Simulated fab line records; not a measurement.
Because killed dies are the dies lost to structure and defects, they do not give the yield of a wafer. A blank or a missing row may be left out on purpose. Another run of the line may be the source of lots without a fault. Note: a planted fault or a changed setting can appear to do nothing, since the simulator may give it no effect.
Chamber matching / flow sky130 / SKY_VIA1_CMP_24 on cmp-01 has 4 sister chambers
The step polishes, stops on SiO2, t overpolish 15 s, target thk 0 nm. 4 wafers are shown with their chamber, then 6 later ones without.

## EACH WAFER AND ITS CHAMBER
wafer=L103.2; chamber=2; motorCurrentA (A)=10.4
wafer=L105.3; chamber=3; motorCurrentA (A)=14.6
wafer=L109.4; chamber=1; motorCurrentA (A)=10.7
wafer=L109.6; chamber=0; motorCurrentA (A)=12.8

## WAFERS WHOSE CHAMBER IS MISSING
wafer=L111.1; motorCurrentA (A)=11.7
wafer=L111.4; motorCurrentA (A)=9.9
wafer=L111.5; motorCurrentA (A)=12.9
wafer=L113.4; motorCurrentA (A)=14.0
wafer=L113.5; motorCurrentA (A)=13.9
wafer=L113.6; motorCurrentA (A)=10.6

## EACH ONE'S CHAMBER
wafer=L111.1; from the rows above=can't be placed: 1 or 0 or 2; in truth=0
wafer=L111.4; from the rows above=can't be placed: 2 or 1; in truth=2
wafer=L111.5; from the rows above=0; in truth=0
wafer=L113.4; from the rows above=can't be placed: 3 or 0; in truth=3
wafer=L113.5; from the rows above=can't be placed: 3 or 0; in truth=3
wafer=L113.6; from the rows above=can't be placed: 1 or 2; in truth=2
1 of 6 placed correctly. Cannot be placed on the basis of these rows: 5; the candidates contain the true chamber in 5. Wrongly placed: 0.
How it was worked out, from the rows above alone: a wafer's distance from a chamber is the root of the sum, over the readings, of the square of ((its reading less the chamber's mean) divided by the reading's scatter). The wafer belongs to the nearest chamber; if the next one is less than 2 further off, it can't be placed. A chamber's mean is the mean of its shown wafers. The scatter: root of mean squared gap, hidden wafer to nearest shown wafer, with one shown wafer a chamber.
